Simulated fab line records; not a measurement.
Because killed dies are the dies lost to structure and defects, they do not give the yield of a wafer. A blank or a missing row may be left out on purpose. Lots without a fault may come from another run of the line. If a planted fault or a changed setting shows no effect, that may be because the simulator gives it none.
Chamber matching :: flow sky130 :: SKY_VIA1_ETCH_15 on rie_diel-02 has 4 sister chambers
The step etches SiO2 in C4F8/O2/Ar, stops on TiN, target depth 351 nm, time 54 s. 8 wafers are shown with their chamber, then 12 later ones without.

WAFERS PAIRED WITH THEIR CHAMBERS
wafer: L085.1
chamber: 1
rf_fwd_power_W (W): 1479
oes_product_au (a.u.): 0.981

wafer: L085.4
chamber: 0
rf_fwd_power_W (W): 1480
oes_product_au (a.u.): 0.982

wafer: L085.5
chamber: 0
rf_fwd_power_W (W): 1481
oes_product_au (a.u.): 0.973

wafer: L086.5
chamber: 3
rf_fwd_power_W (W): 1495
oes_product_au (a.u.): 0.978

wafer: L088.5
chamber: 3
rf_fwd_power_W (W): 1494
oes_product_au (a.u.): 0.975

wafer: L089.1
chamber: 1
rf_fwd_power_W (W): 1484
oes_product_au (a.u.): 0.983

wafer: L089.4
chamber: 2
rf_fwd_power_W (W): 1488
oes_product_au (a.u.): 0.980

wafer: L089.5
chamber: 2
rf_fwd_power_W (W): 1487
oes_product_au (a.u.): 0.979

WAFERS MISSING THEIR CHAMBER
wafer: L090.1
rf_fwd_power_W (W): 1480
oes_product_au (a.u.): 0.982

wafer: L090.4
rf_fwd_power_W (W): 1492
oes_product_au (a.u.): 0.982

wafer: L090.5
rf_fwd_power_W (W): 1473
oes_product_au (a.u.): 0.985

wafer: L091.2
rf_fwd_power_W (W): 1489
oes_product_au (a.u.): 0.984

wafer: L091.3
rf_fwd_power_W (W): 1482
oes_product_au (a.u.): 0.976

wafer: L091.5
rf_fwd_power_W (W): 1490
oes_product_au (a.u.): 0.977

wafer: L094.1
rf_fwd_power_W (W): 1487
oes_product_au (a.u.): 0.994

wafer: L094.4
rf_fwd_power_W (W): 1483
oes_product_au (a.u.): 0.980

wafer: L094.5
rf_fwd_power_W (W): 1479
oes_product_au (a.u.): 0.986

wafer: L097.1
rf_fwd_power_W (W): 1470
oes_product_au (a.u.): 0.990

wafer: L097.4
rf_fwd_power_W (W): 1480
oes_product_au (a.u.): 0.974

wafer: L097.6
rf_fwd_power_W (W): 1490
oes_product_au (a.u.): 0.992

THE CHAMBER EACH PASSED THROUGH
wafer: L090.1
from the rows above: can't be placed: 1 or 0
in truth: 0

wafer: L090.4
from the rows above: can't be placed: 3 or 2
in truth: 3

wafer: L090.5
from the rows above: can't be placed: 0 or 1
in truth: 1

wafer: L091.2
from the rows above: 2
in truth: 2

wafer: L091.3
from the rows above: can't be placed: 0 or 1
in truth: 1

wafer: L091.5
from the rows above: can't be placed: 2 or 3
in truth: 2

wafer: L094.1
from the rows above: can't be placed: 2 or 1 or 0
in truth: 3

wafer: L094.4
from the rows above: can't be placed: 1 or 0 or 2
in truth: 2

wafer: L094.5
from the rows above: can't be placed: 1 or 0
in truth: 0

wafer: L097.1
from the rows above: can't be placed: 1 or 0
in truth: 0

wafer: L097.4
from the rows above: can't be placed: 0 or 1
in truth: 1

wafer: L097.6
from the rows above: can't be placed: 2 or 3 or 1
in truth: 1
Correct placement for 1 of the 12. Unplaceable from these rows: 11, with the true chamber sitting among the candidates in 10. 0 placed wrongly.
How it was worked out, from the rows above alone: a wafer's distance from a chamber is the root of the sum, over the readings, of the square of ((its reading less the chamber's mean) divided by the reading's scatter). The wafer belongs to the nearest chamber; if the next one is less than 2 further off, it can't be placed. The mean given for a chamber averages the wafers shown for that chamber. The scatter: the root of (the sum of the squares of (reading less its chamber's mean) over the shown wafers, divided by (wafers less chambers)).
